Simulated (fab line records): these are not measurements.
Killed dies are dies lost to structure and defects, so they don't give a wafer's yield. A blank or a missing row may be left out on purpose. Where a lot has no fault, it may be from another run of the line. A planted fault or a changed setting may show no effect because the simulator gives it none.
What tool caused it? ; flow gf180mcu ; 12 lots with 36 wafers sampled at 6 steps, on a route of 602 steps

== WHAT EACH GAUGE READ, for each wafer ==
GF_STI_THK_MEAS_04.
lot;measured;on;STI_CVD_03_THK (nm)
L632;day 1 14:34;film metro-01;207.8 208.2 205.6
L633;day 1 20:10;film metro-01;207.8 206.6 207.1
L634;day 1 23:59;film metro-02;209.2 207.1 206.4
L635;day 2 06:53;film metro-04;206.0 208.3 207.7
L636;day 2 09:51;film metro-01;205.2 206.5 207.1
L637;day 2 14:35;film metro-04;206.1 208.0 207.8
L638;day 2 21:29;film metro-04;204.6 205.8 204.8
L644;day 4 01:43;film metro-01;218.9 218.1 219.2
L648;day 4 21:44;film metro-01;210.4 209.2 211.1
L651;day 5 12:52;film metro-02;206.9 205.3 207.3
L654;day 6 03:37;film metro-01;206.7 206.1 205.1
L655;day 6 08:35;film metro-01;202.4 204.3 202.0

GF_HV_LDD_OVL_MEAS_47.
lot;measured;on;HV_LDD_03_OVL (nm)
L632;day 12 09:10;overlay-01;1.3 0.4 -0.7
L633;day 12 14:55;overlay-02;-1.9 -1.4 1.3
L634;day 12 19:25;overlay-01;-0.9 -2.3 -1.1
L635;day 13 08:46;overlay-02;0.3 0.7 2.1
L636;day 13 18:07;overlay-01;-1.1 -1.0 -2.1
L637;day 14 06:22;overlay-01;-3.0 -3.2 -2.8
L638;day 14 10:28;overlay-01;-1.5 -0.2 -0.8
L644;day 16 09:25;overlay-02;0.3 -0.7 0.9
L648;day 17 18:19;overlay-01;-0.8 -0.4 -0.5
L651;day 18 16:52;overlay-01;-0.3 -2.5 -2.7
L654;day 19 16:06;overlay-01;-2.5 -2.7 -1.4
L655;day 20 02:34;overlay-01;-0.7 3.4 0.5

GF_HV_LDD_RS_MEAS_53: the measuring method here is four-point-probe.
lot;measured;on;HV_LDD_RS (ohm/sq)
L632;day 12 09:38;film metro-02;418.7 418.8 419.2
L633;day 12 15:23;film metro-03;417.2 418.6 416.8
L634;day 12 19:52;film metro-03;417.2 417.4 417.7
L635;day 13 09:13;film metro-03;418.1 419.3 417.6
L636;day 13 18:35;film metro-03;418.2 418.3 418.6
L637;day 14 06:53;film metro-03;419.9 419.6 419.4
L638;day 14 10:56;film metro-02;419.1 420.1 419.1
L644;day 16 09:56;film metro-02;418.5 418.6 418.7
L648;day 17 18:47;film metro-03;417.0 418.5 417.8
L651;day 18 17:23;film metro-02;418.8 418.6 418.2
L654;day 19 16:36;film metro-02;421.0 420.0 418.2
L655;day 20 03:05;film metro-03;419.6 418.4 419.4

GF_HV_LDD_THK_MEAS_57.
lot;measured;on;HV_LDD_CVD_56_THK (nm)
L632;day 12 12:16;film metro-04;89.4 89.0 88.4
L633;day 12 18:01;film metro-04;91.2 91.1 91.6
L634;day 12 22:30;film metro-02;91.2 91.0 90.5
L635;day 13 13:16;film metro-02;89.3 90.0 88.9
L636;day 13 21:13;film metro-03;90.0 90.1 89.0
L637;day 14 09:29;film metro-02;89.9 90.1 89.7
L638;day 14 13:34;film metro-03;88.5 88.9 89.5
L644;day 16 12:32;film metro-02;89.5 89.5 89.2
L648;day 17 21:25;film metro-02;90.0 89.4 89.1
L651;day 18 19:59;film metro-04;90.8 90.3 90.2
L654;day 19 19:14;film metro-02;89.7 90.2 90.0
L655;day 20 05:41;film metro-03;89.5 88.9 90.2

== WHAT TOOL EACH LOT RAN ON (gives the tool, then ch and the chambers of the sampled wafers, and finally the start) ==
lot;GF_STI_CVD_03;GF_STI_ETCH_13
L632;lpcvd-02 ch 1, day 1 11:34;rie diel-03 ch 0,1, day 2 02:07
L633;lpcvd-01 ch 0, day 1 17:10;rie diel-03 ch 0,1,3, day 2 07:31
L634;lpcvd-02 ch 1, day 1 21:59;rie diel-01 ch 0,2,3, day 2 11:34
L635;lpcvd-02 ch 1, day 2 04:55;rie diel-01 ch 0,1,2, day 2 18:53
L636;lpcvd-02 ch 0, day 2 07:52;rie diel-02 ch 0,1, day 2 21:59
L637;lpcvd-01 ch 0, day 2 12:34;rie diel-01 ch 0,1, day 3 03:23
L638;lpcvd-02 ch 1, day 2 19:29;rie diel-03 ch 0,2,3, day 3 10:07
L644;lpcvd-01 ch 1, day 3 23:41;rie diel-03 ch 0,1, day 4 15:23
L648;lpcvd-01 ch 0, day 4 19:45;rie diel-01 ch 0,1,3, day 5 11:53
L651;lpcvd-02 ch 0, day 5 10:50;rie diel-03 ch 0,1, day 6 03:02
L654;lpcvd-02 ch 0, day 6 01:37;rie diel-03 ch 0,1,2, day 6 18:53
L655;lpcvd-02 ch 1, day 6 06:34;rie diel-02 ch 1,2, day 6 23:29
- GF_STI_CVD_03: deposits Si3N4 from DCS/NH3, target thk 207.16 nm, time 3551 s.
- GF_STI_ETCH_13: etches the open film in CHF3/O2, stops on Si, target depth 282.31 nm, time 112.9 s.

== AS READ BY THE TOOLS THEMSELVES (means over the sampled wafers that have a number; for cases with no such wafer, the mark the record gives instead) ==
GF_STI_CVD_03.
lot;tool;pressure mtorr (mTorr);spike tc centre C (C);spike tc lower C (C);spike tc upper C (C);zone power centre pct (%);zone power lower pct (%);zone power upper pct (%)
L632;lpcvd-02;249.5;770.5;768.9;769.4;16.7;12.2;14.0
L633;lpcvd-01;249.5;769.3;772.0;769.3;12.6;11.0;12.4
L634;lpcvd-02;250.7;771.3;769.4;770.8;16.8;12.3;13.9
L635;lpcvd-02;248.9;771.2;769.0;770.3;16.8;12.3;13.9
L636;lpcvd-02;249.9;770.2;771.3;771.2;14.1;11.5;12.5
L637;lpcvd-01;249.6;770.1;772.8;769.9;12.5;11.0;12.4
L638;lpcvd-02;250.3;771.0;769.2;770.0;17.0;12.3;14.0
L644;lpcvd-01;300.7;769.1;771.0;770.3;12.3;12.6;13.6
L648;lpcvd-01;250.0;770.8;772.0;769.4;12.7;10.9;12.4
L651;lpcvd-02;250.0;770.7;770.0;769.3;14.3;11.5;12.5
L654;lpcvd-02;249.2;771.6;771.4;770.9;14.2;11.4;12.6
L655;lpcvd-02;250.4;771.1;769.3;769.0;16.8;12.3;13.9

GF_STI_ETCH_13.
lot;tool;drypump motor current A (A);oes product au (a.u.);throttle valve pct (%)
L632;rie diel-03;5.4;0.836;8.816
L633;rie diel-03;5.3;0.836;8.802
L634;rie diel-01;6.1;0.832;8.804
L635;rie diel-01;6.1;0.839;8.811
L636;rie diel-02;5.6;0.832;8.811
L637;rie diel-01;6.0;0.829;8.822
L638;rie diel-03;5.6;0.831;8.805
L644;rie diel-03;5.5;0.859;8.817
L648;rie diel-01;6.0;0.838;8.809
L651;rie diel-03;5.5;0.836;8.805
L654;rie diel-03;5.7;0.825;8.807
L655;rie diel-02;5.9;0.828;8.801

== THE ANSWER, worked out from the rows above alone ==
Rule: usual is defined by the lots themselves. Put in order of their means at a reading, lots are off if they are a third of the lots or fewer, leave a main group of 4 or more, and stand apart from it by a gap of 3 or more times the standard deviation of the main group's means; of several such gaps the widest counts. Not used: any main group whose means are identical at the precision the tables above print for the reading. Also off: a lot with no number at a reading for which 4 or more lots have one. Any other lot the step has rows for is counted as sound. First the gauges in route order, then the tools' own readings, where a lot's mean is used as printed above. The first step at which some lot is off is used, and at that step the reading that is off furthest; a lot without a number counts as furthest.
Off: at GF_STI_THK_MEAS_04 (STI_CVD_03_THK), L644. Mean 206.7 nm and standard deviation 1.7 in the main group.
If a tool, at a process step before that reading, ran all the lots that are off and no sound lot after the first of them, it fits. Not tried: the gauges at GF_STI_THK_MEAS_04; whatever is off there is also off at GF_STI_CVD_03, on other tools, and gauge error can't account for it. None of those tried fits.

== WHAT THE SIMULATOR HAD PUT IN ==
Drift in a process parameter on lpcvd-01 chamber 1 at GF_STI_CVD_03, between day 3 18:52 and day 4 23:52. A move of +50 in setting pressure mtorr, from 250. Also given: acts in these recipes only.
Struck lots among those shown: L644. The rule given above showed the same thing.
